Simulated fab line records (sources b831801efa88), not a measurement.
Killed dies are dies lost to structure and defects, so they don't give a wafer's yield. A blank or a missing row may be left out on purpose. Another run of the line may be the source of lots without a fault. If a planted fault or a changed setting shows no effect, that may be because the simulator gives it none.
Struck lot and sound lot, side by side | flow sky130 | 15 steps out of a route of 708
Sound: the wafers L731.3, L731.4, L731.6. Struck: wafers L725.3, L725.4, L725.6. The cause is given at the end.
For every step that has rows: the tool of each side, followed by ch and its chambers, followed by its first start. Under that, the readings that differ: sound wafers | struck wafers | difference of the means | sigmas: that difference in standard deviations of wafers without a fault.
alike: readings whose means differ by less than 2 such deviations, and words and numbers that are the same on both sides. not compared: withheld readings, readings that some wafer has no value for, bounds like >300 that may hide the same value, and numbers for which the record gives no deviation and whose values overlap.
The two part at a step that has a row with sigmas, a row that says differs or no value, or rows on one side only. Numbers that don't overlap but have no deviation are shown without sigmas and don't part them. A reading missing from all wafers of one side parts the sides only when that side holds two or more wafers.

first, 3 steps without rows for these wafers: SKY_VT_ADJUST_HVTP_EXPOSE_04 (exposes mask HVTPM, target cd 380 nm); SKY_VT_ADJUST_HVTP_PEB_05; SKY_VT_ADJUST_HVTP_DEVELOP_06 (develop time 60 s).
SKY_VT_ADJUST_HVTP_CD_MEAS_07 targets a cd of 380 nm.
  sound: cd_sem-01 at day 10 09:05; struck: cd_sem-02 at day 8 16:41
  alike: cd_nm
SKY_VT_ADJUST_HVTP_OVL_MEAS_08:
  sound: overlay-02 at day 10 09:11; struck: overlay-01 at day 8 16:46
  alike: VT_ADJUST_HVTP_OVL
following that, these wafers have no rows for 1 step: SKY_VT_ADJUST_HVTP_IMPLANT_09.
SKY_VT_ADJUST_HVTP_STRIP_10: strips in O2/N2.
  sound on plasma_asher-02 ch 0,1, day 10 09:23; struck on plasma_asher-02 ch 0,1, day 8 16:59
  alike: chamber_pressure_mTorr, drypump_motor_current_A, oes_product_au, strip_time_to_endpoint_s
  not compared: rf_hours_counter_h
SKY_VT_ADJUST_HVTP_TW_MEAS_11:
  sound: film_metro-04 at day 10 09:29; struck: film_metro-02 at day 8 17:04
  alike: VT_ADJUST_HVTP_TW
then, 4 steps without rows for these wafers: SKY_VT_ADJUST_LVTN_DEHYDRATE_00 (time 60 s); SKY_VT_ADJUST_LVTN_HMDS_01 (prime time 60 s); SKY_VT_ADJUST_LVTN_COAT_02 (resist thk 3000 nm); SKY_VT_ADJUST_LVTN_SOFTBAKE_03.
SKY_VT_ADJUST_LVTN_EXPOSE_04: exposes mask NWM COMPLEMENT LESS NATIVE, target cd 840 nm.
  sound on iline_stepper-02 ch 0, day 10 21:07; struck on iline_stepper-01 ch 0, day 9 03:53
  reading              | sound                | struck               | difference | sigmas
  exposure_dose_mJ_cm2 | 193.83 194.08 194.10 | 203.73 203.75 203.62 | +9.70      | +57
  alike: mask
following that, these wafers have no rows for 1 step: SKY_VT_ADJUST_LVTN_PEB_05.
-- record jumps: 39 days separate the struck wafers' starts on either side; left off in module VT_ADJUST_LVTN, taken up again in module PAD_OPEN, whose first shown step is the route's number 708 --
SKY_PAD_OPEN_PROBE_99:
  sound: prober-01 at day 49 17:49; struck: prober-01 at day 48 05:37
  alike: killed_at_M0_to_M3, killed_at_M4_up, killed_at_contacts, killed_at_front_end, killed_at_other, killed_dies, killed_open, killed_short

## WHERE THEY PART
Only at SKY_VT_ADJUST_LVTN_EXPOSE_04, within this record. Later steps at which nothing parts them and some readings are alike: SKY_PAD_OPEN_PROBE_99.

WHY: what the simulator had put in
Drift in process parameters on iline_stepper-01 at SKY_VT_ADJUST_LVTN_EXPOSE_04, starting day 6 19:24. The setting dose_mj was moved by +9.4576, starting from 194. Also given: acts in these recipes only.
